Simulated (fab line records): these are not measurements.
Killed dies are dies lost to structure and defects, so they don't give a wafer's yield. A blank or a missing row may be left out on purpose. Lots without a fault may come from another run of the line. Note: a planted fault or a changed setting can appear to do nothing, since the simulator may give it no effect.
Check for tools in common	flow gf180mcu	12 lots, 36 wafers sampled

## WHAT PROMPTED THE OPENING
GF_STI_THK_MEAS_04, reading STI_CVD_03_THK: flagged on 1 of 12 lots. No-fault wafers: 206.3 nm, standard deviation 2.4.
Rule: flag the lot when none of its wafers has a number, or when each of its wafers that has one lies beyond 4 standard deviations from that mean. The rest of the lots are taken to be sound.

lot	measured	on	STI_CVD_03_THK (nm), wafer by wafer	flag
L869	day 1 13:44	film_metro-01	206.4 204.1 206.7	
L871	day 1 23:34	film_metro-01	209.0 208.3 209.4	
L872	day 2 04:34	film_metro-01	209.1 209.8 208.5	
L874	day 2 17:47	film_metro-01	209.9 210.9 210.2	
L876	day 3 03:53	film_metro-04	206.4 208.2 207.8	
L877	day 3 06:44	film_metro-02	206.4 206.1 205.1	
L878	day 3 11:32	film_metro-01	200.2 202.0 199.5	
L880	day 3 21:32	film_metro-04	204.4 205.1 205.5	
L881	day 4 01:34	film_metro-02	205.5 204.1 202.8	
L883	day 4 11:34	film_metro-04	163.6 164.6 166.2	FLAGGED
L885	day 4 22:35	film_metro-04	206.1 205.1 205.6	
L892	day 6 08:49	film_metro-04	205.0 204.5 205.9	
Average over the flagged lots: 164.8 nm; offset from the usual -41.5 nm, equal to -17 standard deviations.

## WHICH TOOL RAN EACH LOT
The record holds 1 process step before the reading, out of a route of 602 steps. Cell contents, in order: the tool; ch with the chambers the sampled wafers went through; the start.
lot	flag	GF_STI_CVD_03
L869		lpcvd-01 ch 0, day 1 11:44
L871		lpcvd-02 ch 0, day 1 21:34
L872		lpcvd-02 ch 0, day 2 02:34
L874		lpcvd-02 ch 0, day 2 15:46
L876		lpcvd-01 ch 0, day 3 01:54
L877		lpcvd-02 ch 1, day 3 04:44
L878		lpcvd-01 ch 0, day 3 09:32
L880		lpcvd-01 ch 0, day 3 19:32
L881		lpcvd-01 ch 1, day 3 23:34
L883	FLAGGED	lpcvd-01 ch 1, day 4 09:34
L885		lpcvd-02 ch 1, day 4 20:35
L892		lpcvd-02 ch 1, day 6 06:48
These steps, and what they do:
- GF_STI_CVD_03: deposits Si3N4 from DCS/NH3, target thk 207.16 nm, time 3551 s.
- GF_STI_THK_MEAS_04

## FLAGGED AGAINST TOTAL, ONE TOOL AT A TIME (gauges that did the reading follow at the end)
step	tool	lots run	flagged	share of the flagged lots	sound lots run after its first flagged lot
GF_STI_CVD_03	lpcvd-01	6	1	all	0
GF_STI_CVD_03	lpcvd-02	6	0	none	-
GF_STI_THK_MEAS_04	film_metro-01	5	0	none	-
GF_STI_THK_MEAS_04	film_metro-02	2	0	none	-
GF_STI_THK_MEAS_04	film_metro-04	5	1	all	2 (L885,L892)

## WHAT THE TABLE PERMITS
Every flagged lot went through 2 rows of the table: lpcvd-01 at GF_STI_CVD_03 and film_metro-04 at GF_STI_THK_MEAS_04.
- lpcvd-01 at GF_STI_CVD_03: 1 of its 6 lots flagged. Its last sound lot is L881 (day 3 23:34), its first flagged lot L883 (day 4 09:34): a fault that began between those two fits. Its own readings lie more than 4 standard deviations out on every wafer of the flagged lots: spike_tc_centre_C, spike_tc_lower_C, spike_tc_upper_C, susceptor_temp_C.
- film_metro-04 at GF_STI_THK_MEAS_04: 1 of its 5 lots flagged. After the first flagged lot (L885, L892), sound lots still ran on it; a lasting fault on the whole tool would not permit that.
One tool is left: lpcvd-01 at GF_STI_CVD_03.

## WHAT THE SIMULATOR HAD PUT IN
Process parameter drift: lpcvd-01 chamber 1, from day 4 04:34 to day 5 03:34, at GF_STI_CVD_03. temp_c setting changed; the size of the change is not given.
Shown lots that were struck: L883. The same result came from the rule above.
